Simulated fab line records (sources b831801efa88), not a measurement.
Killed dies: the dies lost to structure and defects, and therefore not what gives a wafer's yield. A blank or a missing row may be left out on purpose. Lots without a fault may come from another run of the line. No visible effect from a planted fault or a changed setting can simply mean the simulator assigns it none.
fab line records    flow sky130
record lots=7  wafers=21  last_day=49
route steps=708 shown NWELL@66 PWDE@84 VT_ADJUST_HVTP@85 PAD_OPEN@708
lots untouched by any fault: they come from a run of this same line in which no faults occurred
start_h: the number of hours between the record's first day and the start of the first shown wafer of the lot    wait_h: time in hours since the lot's previous step    " repeats the value in the row above    L1.1+2: a row that stands for several wafers    - either no value or no given start    * or withheld: withheld    < > ~ a bound
route shown NAME@n: NAME is a module with steps in the file, n the number in the route of the first one    usual: mean/standard deviation taken from wafers without a fault    same: alike in all rows    chamber/n: place in a boat    sites: the reading at each site    _std_site: standard deviation of those values    _edge_site: the outer-site mean with the inner-site mean subtracted    radius_mm: for every site, how far away it sits from the centre of the wafer    mask NAME#n: copy n    behind: the most recent tool/chamber to have shaped the wafer    hold: cause of the lot's hold/its duration in hours/its outcome    device: transistor that didn't switch, given as n, p or np    end of line: tests run on the same wafers once the route is complete    where a step has no rows: the recipe by itself    killed: count of dies lost to structure and defects at first sort (not the wafer's yield)    map: a wafer's dies, x killed, . not, _ none there
set.NAME: setting as actually run; set.NAME@STEP: the setting as run at that earlier step    model.NAME: the simulator's own value behind a step, which no gauge read
a table for each step, a row for each wafer; lots at some steps of the route
services: from which hour (start_h, from the record's first day; less than 0 if before it) a tool's chamber was out of use, for how many hours, and why
## steps
# step SKY_NWELL_IMPLANT_13
# recipe species=P  energy_kev=50  dose_cm2=7e+11  tilt_deg=withheld
# step SKY_NWELL_STRIP_14
# recipe chemistry=O2/N2  power_w=1400  pressure_mtorr=1500  platen_temp_c=withheld  o2_flow_sccm=3000  n2_flow_sccm=300  overash_fraction=0.5
# usual chamber_pressure_mTorr=1500.2/1.5  drypump_motor_current_A=6.29/0.23  oes_product_au=0.723/0.0044  strip_time_to_endpoint_s=36.94/0.12
lot.wafer  tool             chamber  start_h  wait_h  chamber_pressure_mTorr  drypump_motor_current_A  oes_product_au  rf_hours_counter_h  strip_time_to_endpoint_s
L361.1     plasma_asher-03  0        82.46    0.1     1501.2                  6.18                     0.720           28                  37.07
L361.5     "                1        "        "       1500.8                  6.29                     0.728           -                   37.21
L361.6     "                0        "        "       1501.5                  6.19                     0.711           -                   37.20
L362.2     plasma_asher-03  1        90.01    0.1     1503.1                  6.26                     0.728           29                  36.87
L362.4     "                1        "        "       1499.8                  6.24                     0.721           -                   36.99
L362.6     "                0        "        "       1499.5                  6.17                     0.718           -                   36.99
L363.4     plasma_asher-03  0        95.50    0.1     1500.8                  6.16                     0.724           -                   36.98
L363.5     "                1        "        "       1500.6                  6.27                     0.725           -                   37.01
L363.6     "                0        "        "       1500.6                  6.16                     0.725           -                   37.12
L364.1     plasma_asher-02  0        101.71   0.1     1500.7                  6.69                     0.721           42                  36.98
L364.5     "                1        "        "       1502.4                  6.09                     0.724           -                   36.95
L364.6     "                0        "        "       1498.3                  6.70                     0.725           -                   37.05
L365.1     plasma_asher-01  1        108.26   0.1     1499.3                  6.37                     0.723           42                  37.04
L365.4     "                1        "        "       1502.6                  6.40                     0.725           -                   37.11
L365.6     "                0        "        "       1501.1                  6.02                     0.723           -                   37.02
L368.2     plasma_asher-02  1        123.66   0.1     1502.0                  6.07                     0.719           44                  37.00
L368.5     "                1        "        "       1500.5                  6.07                     0.726           -                   37.03
L368.6     "                0        "        "       1501.9                  6.70                     0.712           -                   37.13
L375.1     plasma_asher-01  0        172.01   0.1     1501.2                  6.04                     0.717           5                   36.96
L375.2     "                1        "        "       1499.8                  6.35                     0.725           5                   37.01
L375.4     "                0        "        "       1499.0                  6.03                     0.721           -                   36.98
# step SKY_NWELL_TW_MEAS_15
# usual NWELL_TW=1831/14
lot.wafer  tool           chamber  start_h  wait_h  NWELL_TW
L361.1     film_metro-04  -        82.56    0.1     1836
L361.5     "              -        "        "       1835
L361.6     "              -        "        "       1834
L362.2     film_metro-04  -        90.12    0.1     1830
L362.4     "              -        "        "       1846
L362.6     "              -        "        "       1820
L363.4     film_metro-04  -        95.59    0.1     1821
L363.5     "              -        "        "       1829
L363.6     "              -        "        "       1830
L364.1     film_metro-03  -        101.81   0.1     1817
L364.5     "              -        "        "       1827
L364.6     "              -        "        "       1822
L365.1     film_metro-03  -        108.36   0.1     1817
L365.4     "              -        "        "       1828
L365.6     "              -        "        "       1822
L368.2     film_metro-04  -        123.77   0.1     1824
L368.5     "              -        "        "       1835
L368.6     "              -        "        "       1828
L375.1     film_metro-04  -        172.11   0.1     1829
L375.2     "              -        "        "       1824
L375.4     "              -        "        "       1831
# step SKY_NWELL_DEHYDRATE_16
# recipe temp_c=200  time_s=60
# step SKY_NWELL_HMDS_17
# recipe prime_time_s=62.83  prime_temp_c=120
# step SKY_NWELL_COAT_18
# recipe spin_rpm=2000  resist_thk_nm=3000
# step SKY_NWELL_SOFTBAKE_19
# recipe temp_c=110  time_s=withheld
# step SKY_NWELL_EXPOSE_20
# recipe mask_id=NWM_COMPLEMENT  na=0.6  source_shape=conventional  sigma_outer=0.6  polarization=unpolarized  target_cd_nm=840  dose_mj=260
# step SKY_NWELL_PEB_21
# recipe temp_c=115  time_s=withheld
# step SKY_NWELL_DEVELOP_22
# recipe wall_angle_deg=90  developer=TMAH  develop_time_s=60  dev_temp_c=23
# step SKY_NWELL_OVL_MEAS_23
# usual NWELL_01_OVL=0.4/1.5
lot.wafer  tool        chamber  start_h  wait_h  NWELL_01_OVL[nm]
L361.1     overlay-01  -        99.12    -       -0.7
L361.5     "           -        "        "       -2.0
L361.6     "           -        "        "       -1.9
L362.2     overlay-01  -        108.08   -       -0.7
L362.4     "           -        "        "       1.4
L362.6     "           -        "        "       2.1
L363.4     overlay-01  -        113.59   -       0.7
L363.5     "           -        "        "       0.6
L363.6     "           -        "        "       0.8
L364.1     overlay-02  -        120.02   -       1.1
L364.5     "           -        "        "       1.4
L364.6     "           -        "        "       2.7
L365.1     overlay-02  -        126.67   -       0.5
L365.4     "           -        "        "       0.6
L365.6     "           -        "        "       3.1
L368.2     overlay-01  -        142.98   -       0.1
L368.5     "           -        "        "       0.2
L368.6     "           -        "        "       1.5
L375.1     overlay-01  -        192.73   -       3.1
L375.2     "           -        "        "       -2.3
L375.4     "           -        "        "       1.1
# step SKY_NWELL_IMPLANT_24
# recipe species=B  energy_kev=140  dose_cm2=9.022e+12  tilt_deg=withheld
# step SKY_NWELL_STRIP_25
# recipe chemistry=O2/N2  power_w=1400  pressure_mtorr=1500  platen_temp_c=withheld  o2_flow_sccm=3000  n2_flow_sccm=300  overash_fraction=0.5
# usual chamber_pressure_mTorr=1499.8/1.4  drypump_motor_current_A=6.28/0.23  oes_product_au=0.722/0.0052  strip_time_to_endpoint_s=36.96/0.1
lot.wafer  tool             chamber  start_h  wait_h  chamber_pressure_mTorr  drypump_motor_current_A  oes_product_au  rf_hours_counter_h  strip_time_to_endpoint_s  model.coat_of_NWELL_COAT_18.thk_nm
L361.1     plasma_asher-02  0        99.31    0.1     1499.4                  6.68                     0.725           41                  37.10                     0
L361.5     "                0        "        "       1499.8                  6.69                     0.725           -                   37.13                     0
L361.6     "                1        "        "       1499.2                  6.06                     0.719           -                   37.10                     0
L362.2     plasma_asher-02  0        108.26   0.1     1501.9                  6.70                     0.719           43                  37.09                     0
L362.4     "                0        "        "       1499.1                  6.70                     0.723           -                   37.06                     0
L362.6     "                1        "        "       1499.3                  6.08                     0.719           -                   37.17                     0
L363.4     plasma_asher-02  0        113.79   0.1     -                       -                        -               -                   -                         3010
L363.5     "                0        "        "       -                       -                        -               -                   -                         3006
L363.6     "                1        "        "       -                       -                        -               -                   -                         3009
L364.1     plasma_asher-02  1        120.21   0.1     -                       -                        -               -                   -                         3005
L364.5     "                1        "        "       -                       -                        -               -                   -                         3002
L364.6     "                0        "        "       -                       -                        -               -                   -                         3002
L365.1     plasma_asher-02  0        126.86   0.1     -                       -                        -               -                   -                         3009
L365.4     "                1        "        "       -                       -                        -               -                   -                         3006
L365.6     "                0        "        "       -                       -                        -               -                   -                         3004
L368.2     plasma_asher-03  0        143.16   0.1     1498.0                  6.18                     0.721           34                  37.03                     0
L368.5     "                0        "        "       1497.7                  6.21                     0.725           -                   36.92                     0
L368.6     "                1        "        "       1499.7                  6.29                     0.730           -                   37.22                     0
L375.1     plasma_asher-03  1        192.91   0.1     1497.4                  6.29                     0.727           39                  36.83                     0
L375.2     "                0        "        "       1498.4                  6.18                     0.729           39                  36.72                     0
L375.4     "                0        "        "       1500.8                  6.19                     0.732           -                   36.87                     0
# step SKY_NWELL_TW_MEAS_26
# usual NWELL_2_TW=498/4.5
lot.wafer  tool           chamber  start_h  wait_h  NWELL_2_TW
L361.1     film_metro-04  -        99.41    0.1     495
L361.5     "              -        "        "       494
L361.6     "              -        "        "       499
L362.2     film_metro-04  -        108.37   0.1     497
L362.4     "              -        "        "       498
L362.6     "              -        "        "       498
L363.4     film_metro-03  -        113.89   0.1     494
L363.5     "              -        "        "       495
L363.6     "              -        "        "       494
L364.1     film_metro-02  -        120.31   0.1     503
L364.5     "              -        "        "       504
L364.6     "              -        "        "       503
L365.1     film_metro-02  -        126.96   0.1     506
L365.4     "              -        "        "       505
L365.6     "              -        "        "       506
L368.2     film_metro-04  -        143.27   0.1     499
L368.5     "              -        "        "       497
L368.6     "              -        "        "       499
L375.1     film_metro-04  -        193.01   0.1     496
L375.2     "              -        "        "       495
L375.4     "              -        "        "       491
# step SKY_NWELL_CLEAN_27
# recipe chemistry=SC1/SC2  mix=1:4:20  temp_c=70  time_s=150  dry=n2_spin
# step SKY_NWELL_RTA_28
# recipe temp_c=1050  time_s=30  idle_temp_c=650  ramp_up_c_per_s=150  ramp_down_c_per_s=90  ambient=N2
# usual lamp_power_pct=25.30/0.053  wafer_temp_C_max=1054.8/1
lot.wafer  tool           chamber  start_h  wait_h  lamp_power_pct  wafer_temp_C_max
L361.1     rtp_anneal-01  0        99.52    0.0     25.30           1053.7
L361.5     "              0        "        "       25.35           1056.1
L361.6     "              0        "        "       25.25           1053.8
L362.2     rtp_anneal-01  0        108.49   0.0     25.33           1055.0
L362.4     "              0        "        "       25.35           1054.2
L362.6     "              0        "        "       25.34           1055.4
L363.4     rtp_anneal-02  0        114.02   0.1     25.25           1054.9
L363.5     "              0        "        "       25.28           1053.9
L363.6     "              0        "        "       25.26           1056.6
L364.1     rtp_anneal-01  0        120.42   0.0     25.32           1055.0
L364.5     "              0        "        "       25.29           1054.9
L364.6     "              0        "        "       25.34           1055.9
L365.1     rtp_anneal-01  0        127.08   0.0     25.35           1053.6
L365.4     "              0        "        "       25.32           1053.2
L365.6     "              0        "        "       25.30           1054.6
L368.2     rtp_anneal-01  0        143.39   0.0     25.37           1054.3
L368.5     "              0        "        "       25.23           1053.2
L368.6     "              0        "        "       25.31           1054.3
L375.1     rtp_anneal-02  0        193.12   0.0     25.27           1056.0
L375.2     "              0        "        "       25.28           1055.5
L375.4     "              0        "        "       25.30           1055.2
# step SKY_NWELL_RS_MEAS_29
# recipe thk_meas_gauge=four-point-probe
# usual NWELL_RS=624.4/2
lot.wafer  tool           chamber  start_h  wait_h  NWELL_RS[ohm/sq]
L361.1     film_metro-04  -        99.62    0.1     620.1
L361.5     "              -        "        "       621.1
L361.6     "              -        "        "       622.8
L362.2     film_metro-02  -        108.59   0.1     620.9
L362.4     "              -        "        "       621.2
L362.6     "              -        "        "       621.2
L363.4     film_metro-02  -        114.13   0.1     622.9
L363.5     "              -        "        "       623.8
L363.6     "              -        "        "       622.6
L364.1     film_metro-04  -        120.52   0.1     626.7
L364.5     "              -        "        "       627.3
L364.6     "              -        "        "       626.1
L365.1     film_metro-04  -        127.18   0.1     626.3
L365.4     "              -        "        "       623.8
L365.6     "              -        "        "       625.3
L368.2     film_metro-02  -        143.50   0.1     624.2
L368.5     "              -        "        "       624.8
L368.6     "              -        "        "       625.9
L375.1     film_metro-03  -        193.22   0.1     625.0
L375.2     "              -        "        "       623.8
L375.4     "              -        "        "       625.3
# step SKY_NWELL_RS_MEAS_31
# recipe thk_meas_gauge=four-point-probe
# usual PWDE_RS=5269/14
lot.wafer  tool           chamber  start_h  wait_h  PWDE_RS[ohm/sq]
L361.1     film_metro-04  -        99.86    0.1     5257
L361.5     "              -        "        "       5268
L361.6     "              -        "        "       5269
L362.2     film_metro-02  -        108.83   0.1     5248
L362.4     "              -        "        "       5274
L362.6     "              -        "        "       5271
L363.4     film_metro-02  -        114.37   0.1     5255
L363.5     "              -        "        "       5265
L363.6     "              -        "        "       5248
L364.1     film_metro-04  -        120.76   0.1     5280
L364.5     "              -        "        "       5282
L364.6     "              -        "        "       5284
L365.1     film_metro-04  -        127.42   0.1     5280
L365.4     "              -        "        "       5265
L365.6     "              -        "        "       5280
L368.2     film_metro-02  -        143.74   0.1     5260
L368.5     "              -        "        "       5256
L368.6     "              -        "        "       5250
L375.1     film_metro-03  -        193.46   0.1     5263
L375.2     "              -        "        "       5272
L375.4     "              -        "        "       5268
# step SKY_VT_ADJUST_HVTP_DEHYDRATE_00
# recipe temp_c=200  time_s=60
# step SKY_VT_ADJUST_HVTP_HMDS_01
# recipe prime_time_s=60  prime_temp_c=120
# step SKY_VT_ADJUST_HVTP_COAT_02
# recipe resist=NOVOLAK  spin_rpm=3000  resist_thk_nm=1140
# step SKY_VT_ADJUST_HVTP_SOFTBAKE_03
# recipe temp_c=90  time_s=60  resist=NOVOLAK
# step SKY_VT_ADJUST_HVTP_EXPOSE_04
# recipe mask_id=HVTPM  na=0.6  source_shape=conventional  sigma_outer=0.6  polarization=unpolarized  target_cd_nm=380  dose_mj=140
# step SKY_VT_ADJUST_HVTP_PEB_05
# recipe temp_c=withheld  time_s=*  resist=NOVOLAK
# step SKY_VT_ADJUST_HVTP_DEVELOP_06
# recipe resist=NOVOLAK  developer=TMAH  develop_time_s=60  dev_temp_c=23
# step SKY_VT_ADJUST_HVTP_CD_MEAS_07
# recipe target_cd_nm=380
# usual cd_nm=379.7/2.2
lot.wafer  tool       chamber  start_h  wait_h  cd_nm
L361.1     cd_sem-01  -        117.57   0.1     377.6
L361.5     "          -        "        "       377.6
L361.6     "          -        "        "       374.1
L362.2     cd_sem-02  -        127.29   0.1     380.2
L362.4     "          -        "        "       380.0
L362.6     "          -        "        "       380.5
L363.4     cd_sem-01  -        133.43   0.1     379.6
L363.5     "          -        "        "       380.8
L363.6     "          -        "        "       382.0
L364.1     cd_sem-02  -        139.62   0.1     382.7
L364.5     "          -        "        "       381.5
L364.6     "          -        "        "       382.9
L365.1     cd_sem-01  -        146.52   0.1     379.1
L365.4     "          -        "        "       380.2
L365.6     "          -        "        "       380.6
L368.2     cd_sem-01  -        163.49   0.1     379.8
L368.5     "          -        "        "       382.2
L368.6     "          -        "        "       379.4
L375.1     cd_sem-02  -        216.03   0.1     378.7
L375.2     "          -        "        "       376.3
L375.4     "          -        "        "       378.4
# step SKY_VT_ADJUST_HVTP_OVL_MEAS_08
# usual VT_ADJUST_HVTP_OVL=-0.3/1.5
lot.wafer  tool        chamber  start_h  wait_h  VT_ADJUST_HVTP_OVL[nm]
L361.1     overlay-01  -        117.69   0.1     -0.2
L361.5     "           -        "        "       0.1
L361.6     "           -        "        "       -0.4
L362.2     overlay-02  -        127.39   0.1     -0.2
L362.4     "           -        "        "       2.0
L362.6     "           -        "        "       -0.4
L363.4     overlay-02  -        133.50   0.1     0.2
L363.5     "           -        "        "       2.1
L363.6     "           -        "        "       2.2
L364.1     overlay-01  -        139.74   0.1     -2.1
L364.5     "           -        "        "       -0.9
L364.6     "           -        "        "       -2.1
L365.1     overlay-02  -        146.64   0.1     2.0
L365.4     "           -        "        "       0.6
L365.6     "           -        "        "       1.3
L368.2     overlay-01  -        163.60   0.1     1.8
L368.5     "           -        "        "       1.2
L368.6     "           -        "        "       2.5
L375.1     overlay-02  -        216.15   0.1     1.6
L375.2     "           -        "        "       1.0
L375.4     "           -        "        "       0.9
# step SKY_VT_ADJUST_HVTP_IMPLANT_09
# recipe species=As  energy_kev=150  dose_cm2=4.3e+12  tilt_deg=withheld
# step SKY_VT_ADJUST_HVTP_STRIP_10
# recipe chemistry=O2/N2  power_w=1400  pressure_mtorr=1500  platen_temp_c=withheld  o2_flow_sccm=3000  n2_flow_sccm=300  overash_fraction=0.5
# usual chamber_pressure_mTorr=1500.0/1.3  drypump_motor_current_A=6.11/0.21  oes_product_au=0.716/0.0046  strip_time_to_endpoint_s=14.19/0.037
lot.wafer  tool             chamber  start_h  wait_h  chamber_pressure_mTorr  drypump_motor_current_A  oes_product_au  rf_hours_counter_h  strip_time_to_endpoint_s
L361.1     plasma_asher-03  1        117.87   0.1     1498.4                  6.26                     0.713           32                  14.21
L361.5     "                0        "        "       1503.0                  6.20                     0.717           -                   14.21
L361.6     "                1        "        "       1501.4                  6.29                     0.716           -                   14.15
L362.2     plasma_asher-04  0        127.57   0.1     1502.4                  5.73                     0.721           42                  14.21
L362.4     "                1        "        "       1500.2                  5.84                     0.712           -                   14.19
L362.6     "                0        "        "       1501.1                  5.72                     0.713           -                   14.18
L363.4     plasma_asher-04  1        133.71   0.1     1500.0                  5.89                     0.732           -                   58.86
L363.5     "                0        "        "       1499.4                  5.74                     0.729           -                   58.85
L363.6     "                1        "        "       1501.8                  5.87                     0.729           -                   58.90
L364.1     plasma_asher-03  0        139.93   0.1     1500.3                  6.20                     0.722           34                  58.82
L364.5     "                1        "        "       1500.2                  6.27                     0.728           -                   58.80
L364.6     "                0        "        "       1499.5                  6.17                     0.723           -                   58.82
L365.1     plasma_asher-01  0        146.83   0.1     1499.9                  6.04                     0.736           2                   58.89
L365.4     "                1        "        "       1499.1                  6.38                     0.726           -                   58.80
L365.6     "                0        "        "       1498.4                  6.06                     0.728           -                   58.76
L368.2     plasma_asher-03  0        163.78   0.1     1500.3                  6.20                     0.715           36                  14.27
L368.5     "                0        "        "       1500.5                  6.18                     0.705           -                   14.21
L368.6     "                1        "        "       1501.6                  6.29                     0.719           -                   14.23
L375.1     plasma_asher-03  1        216.34   0.1     1501.5                  6.28                     0.716           42                  14.22
L375.2     "                0        "        "       1499.7                  6.22                     0.719           42                  14.21
L375.4     "                0        "        "       1499.4                  6.21                     0.713           -                   14.24
# step SKY_VT_ADJUST_HVTP_TW_MEAS_11
# usual VT_ADJUST_HVTP_TW=1360/16
lot.wafer  tool           chamber  start_h  wait_h  hold                      VT_ADJUST_HVTP_TW
L361.1     film_metro-02  -        117.97   0.1     -                         1380
L361.5     "              -        "        "       -                         1381
L361.6     "              -        "        "       -                         1382
L362.2     film_metro-01  -        127.68   0.1     -                         1337
L362.4     "              -        "        "       -                         1342
L362.6     "              -        "        "       -                         1341
L363.4     film_metro-02  -        133.80   0.1     await_dispo/0.2h/release  31
L363.5     "              -        "        "       await_dispo/0.2h/release  31
L363.6     "              -        "        "       await_dispo/0.2h/release  31
L363.4     film_metro-02  -        134.03   0.2     -                         31
L363.5     "              -        "        "       -                         31
L363.6     "              -        "        "       -                         31
L364.1     film_metro-03  -        140.03   0.1     await_dispo/0.2h/release  30
L364.5     "              -        "        "       await_dispo/0.2h/release  30
L364.6     "              -        "        "       await_dispo/0.2h/release  30
L364.1     film_metro-03  -        140.26   0.2     -                         30
L364.5     "              -        "        "       -                         30
L364.6     "              -        "        "       -                         30
L365.1     film_metro-03  -        146.93   0.1     await_dispo/0.2h/release  30
L365.4     "              -        "        "       await_dispo/0.2h/release  30
L365.6     "              -        "        "       await_dispo/0.2h/release  30
L365.1     film_metro-03  -        147.16   0.2     -                         30
L365.4     "              -        "        "       -                         30
L365.6     "              -        "        "       -                         30
L368.2     film_metro-01  -        163.89   0.1     -                         1346
L368.5     "              -        "        "       -                         1350
L368.6     "              -        "        "       -                         1347
L375.1     film_metro-03  -        216.44   0.1     -                         1351
L375.2     "              -        "        "       -                         1349
L375.4     "              -        "        "       -                         1345
# step SKY_PAD_OPEN_PROBE_99
# usual defect_limited_yield=82.7/1.7  killed_at_M0_to_M3=44/7.1  killed_at_M4_up=3.3/1.8  killed_at_contacts=23/5.5  killed_at_front_end=15/4.5  killed_at_other=0.2/0.48  killed_dies=85/8.4  killed_open=46/6.6  killed_short=39/6.1  sort_bin_3_pad_short=0.9/0.36  sort_bin_5_function=10.3/1.4  sort_bin_6_memory=6.2/1  sort_n_pass=407/8.4  sort_yield_pct=82.7/1.7
# same gross_dies=492  killed_at_back_side=0  sort_bin_4_leakage[%]=0  sort_bin_8_speed[%]=0
lot.wafer  tool       chamber  start_h  wait_h  defect_limited_yield[%]  killed_at_M0_to_M3  killed_at_M4_up  killed_at_contacts  killed_at_front_end  killed_at_other  killed_dies  killed_open  killed_short  sort_bin_3_pad_short[%]  sort_bin_5_function[%]  sort_bin_6_memory[%]  sort_n_pass  sort_yield_pct[%]
L361.1     prober-01  -        1072.44  0.1     83.7                     41                  3                22                  13                   1                80           43           37            0.8                      8.7                     6.7                   412          83.7
L361.5     prober-01  -        1072.64  0.2     80.3                     50                  6                23                  18                   0                97           64           33            1.0                      12.0                    6.7                   395          80.3
L361.6     prober-01  -        1072.69  0.2     81.5                     50                  4                23                  14                   0                91           45           46            0.8                      11.0                    6.7                   401          81.5
L362.2     prober-02  -        1080.34  0.1     82.5                     51                  2                24                  9                    0                86           48           38            1.4                      10.4                    5.7                   406          82.5
L362.4     prober-02  -        1080.44  0.2     79.9                     39                  1                28                  31                   0                99           52           47            1.2                      11.4                    7.5                   393          79.9
L362.6     prober-02  -        1080.54  0.2     82.1                     43                  1                21                  22                   1                88           46           42            1.2                      11.0                    5.7                   404          82.1
L368.2     prober-02  -        1119.15  0.1     82.1                     54                  4                13                  17                   0                88           48           40            0.8                      11.8                    5.3                   404          82.1
L368.5     prober-02  -        1119.30  0.2     83.3                     45                  3                18                  16                   0                82           44           36            0.6                      11.2                    4.9                   410          83.3
L368.6     prober-02  -        1119.35  0.2     83.5                     43                  5                13                  20                   0                81           34           47            0.6                      10.6                    5.3                   411          83.5
# killed by level:class
L361.1 CONTACT:geometric_particle:open=9 VIA3:geometric_particle:open=8 VIA1:geometric_particle:open=6 LI_CONTACT:geometric_particle:short=5 VIA2:geometric_particle:open=5 METAL3:geometric_particle:short=5 FIELD_ISO:geometric_particle:open=4 POLY_GATE:geometric_particle:open=4
L361.5 VIA1:geometric_particle:open=21 LI_CONTACT:geometric_particle:open=10 POLY_GATE:geometric_particle:open=9 CONTACT:geometric_particle:open=8 VIA2:geometric_particle:open=6 METAL4:geometric_particle:short=5 VIA1:geometric_particle:short=5 METAL2:geometric_particle:short=5
L361.6 VIA1:geometric_particle:open=14 METAL1:geometric_particle:short=9 POLY_GATE:geometric_particle:open=6 LI_CONTACT:geometric_particle:open=6 CONTACT:geometric_particle:open=5 VIA3:geometric_particle:open=5 VIA2:geometric_particle:open=4 LOCAL_INTERCONNECT:geometric_particle:short=4
L362.2 VIA2:geometric_particle:open=13 VIA1:geometric_particle:open=9 CONTACT:geometric_particle:open=7 LOCAL_INTERCONNECT:geometric_particle:short=6 VIA3:geometric_particle:open=6 CONTACT:geometric_particle:short=5 VIA1:geometric_particle:short=4 METAL2:geometric_particle:short=4
L362.4 FIELD_ISO:geometric_particle:short=10 CONTACT:geometric_particle:open=9 LI_CONTACT:geometric_particle:open=8 VIA1:geometric_particle:open=8 FIELD_ISO:geometric_particle:open=7 POLY_GATE:geometric_particle:open=7 VIA1:geometric_particle:short=6 VIA3:geometric_particle:open=6
L362.6 VIA2:geometric_particle:open=8 CONTACT:geometric_particle:open=7 VIA3:geometric_particle:open=7 METAL1:geometric_particle:short=6 LI_CONTACT:geometric_particle:open=5 POLY_GATE:geometric_particle:short=5 POLY_GATE:geometric_particle:open=5 VIA1:geometric_particle:open=5
L368.2 VIA3:geometric_particle:open=11 METAL2:geometric_particle:short=9 VIA1:geometric_particle:open=8 VIA2:geometric_particle:short=7 FIELD_ISO:geometric_particle:open=6 LI_CONTACT:geometric_particle:open=5 POLY_GATE:geometric_particle:short=4 CONTACT:geometric_particle:short=4
L368.5 VIA3:geometric_particle:open=9 VIA1:geometric_particle:short=9 VIA1:geometric_particle:open=8 POLY_GATE:geometric_particle:open=6 LI_CONTACT:geometric_particle:open=6 CONTACT:geometric_particle:open=5 POLY_GATE:geometric_particle:short=4 VIA3:geometric_particle:short=4
L368.6 VIA1:geometric_particle:open=8 METAL2:geometric_particle:short=7 POLY_GATE:geometric_particle:short=6 VIA3:geometric_particle:open=6 VIA3:geometric_particle:short=6 VIA1:geometric_particle:short=5 FIELD_ISO:geometric_particle:open=4 METAL1:geometric_particle:short=4
## services
tool             chamber  start_h  hours  kind
plasma_asher-04  -        60.55    13.4   repair
rtp_anneal-01    -        78.56    3.2    pm
plasma_asher-02  -        79.30    6.7    repair
plasma_asher-03  -        105.21   3.5    repair
plasma_asher-01  -        108.78   9.0    pm
plasma_asher-01  0        108.78   11.6   vent_cycle
plasma_asher-01  1        108.78   11.6   vent_cycle
plasma_asher-01  -        114.84   5.5    repair
plasma_asher-01  0        117.78   -      clean
plasma_asher-01  1        117.78   -      clean
plasma_asher-03  -        134.10   2.8    pm
plasma_asher-03  -        168.86   1.6    repair
plasma_asher-01  -        183.32   2.7    repair
plasma_asher-04  -        203.69   4.0    pm
plasma_asher-02  -        204.16   15.6   pm
rtp_anneal-02    -        206.98   4.3    pm
## key
first_sign step=SKY_NWELL_STRIP_25  reading=tool_record  direction=missing
effect step=SKY_VT_ADJUST_HVTP_STRIP_10  reading=strip_time_to_endpoint_s  direction=up  sigmas=99+  usual=*  struck=*
effect step=SKY_VT_ADJUST_HVTP_TW_MEAS_11  reading=visit  direction=added
effect step=SKY_VT_ADJUST_HVTP_TW_MEAS_11  reading=VT_ADJUST_HVTP_TW  direction=down  sigmas=81  usual=1360  struck=30
model_effect step=SKY_NWELL_STRIP_25  value=coat_of_NWELL_COAT_18.thk_nm  without=0  struck=3006
met_at SKY_NWELL_STRIP_25
struck_wafers L363.4,L363.5,L363.6,L364.1,L364.5,L364.6,L365.1,L365.4,L365.6
scrapped_behind SKY_VT_ADJUST_HVTP_TW_MEAS_11 L363.4,L363.5,L363.6,L364.1,L364.5,L364.6,L365.1,L365.4,L365.6
onset_between 108.26 113.79
fault kind=skipped_step_whole  tool=plasma_asher-02  chamber=-  onset_h=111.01  steps=SKY_NWELL_STRIP_25  scope=struck_lots_only
